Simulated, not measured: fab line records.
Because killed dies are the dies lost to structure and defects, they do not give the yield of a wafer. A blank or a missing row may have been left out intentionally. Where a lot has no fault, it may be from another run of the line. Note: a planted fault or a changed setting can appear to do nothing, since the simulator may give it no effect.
Matching of chambers :: flow sky130 :: 4 sister chambers for SKY_VIA1_CMP_02 on cmp-02
The step polishes SiO2. 4 wafers are shown with their chamber, then 8 later ones without.

== WAFERS, EACH WITH ITS CHAMBER ==
wafer: L082.1
chamber: 0
motorCurrentA (A): 12.0

wafer: L082.2
chamber: 3
motorCurrentA (A): 12.7

wafer: L082.3
chamber: 2
motorCurrentA (A): 10.0

wafer: L082.4
chamber: 1
motorCurrentA (A): 11.3

== WAFERS WITH NO CHAMBER GIVEN ==
wafer: L082.5
motorCurrentA (A): 10.0

wafer: L082.6
motorCurrentA (A): 12.2

wafer: L084.1
motorCurrentA (A): 12.2

wafer: L084.2
motorCurrentA (A): 13.2

wafer: L084.3
motorCurrentA (A): 11.2

wafer: L084.4
motorCurrentA (A): 10.3

wafer: L084.5
motorCurrentA (A): 12.2

wafer: L084.6
motorCurrentA (A): 11.2

== EACH ONE'S CHAMBER ==
wafer: L082.5
from the rows above: 2
in truth: 2

wafer: L082.6
from the rows above: can't be placed: 0 or 3
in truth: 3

wafer: L084.1
from the rows above: can't be placed: 0 or 3
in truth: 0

wafer: L084.2
from the rows above: 3
in truth: 3

wafer: L084.3
from the rows above: 1
in truth: 1

wafer: L084.4
from the rows above: 2
in truth: 2

wafer: L084.5
from the rows above: can't be placed: 0 or 3
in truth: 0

wafer: L084.6
from the rows above: 1
in truth: 1
Placed correctly: 5 of 8. These rows do not allow placing 3 (true chamber among the candidates in 3). Placed wrongly: 0.
How it was worked out, from the rows above alone: a wafer's distance from a chamber is the root of the sum, over the readings, of the square of ((its reading less the chamber's mean) divided by the reading's scatter). The wafer belongs to the nearest chamber; if the next one is less than 2 further off, it can't be placed. The mean given for a chamber averages the wafers shown for that chamber. The scatter: with one shown wafer a chamber, the root of the mean of the squares of how far each hidden wafer lies from its nearest shown one.
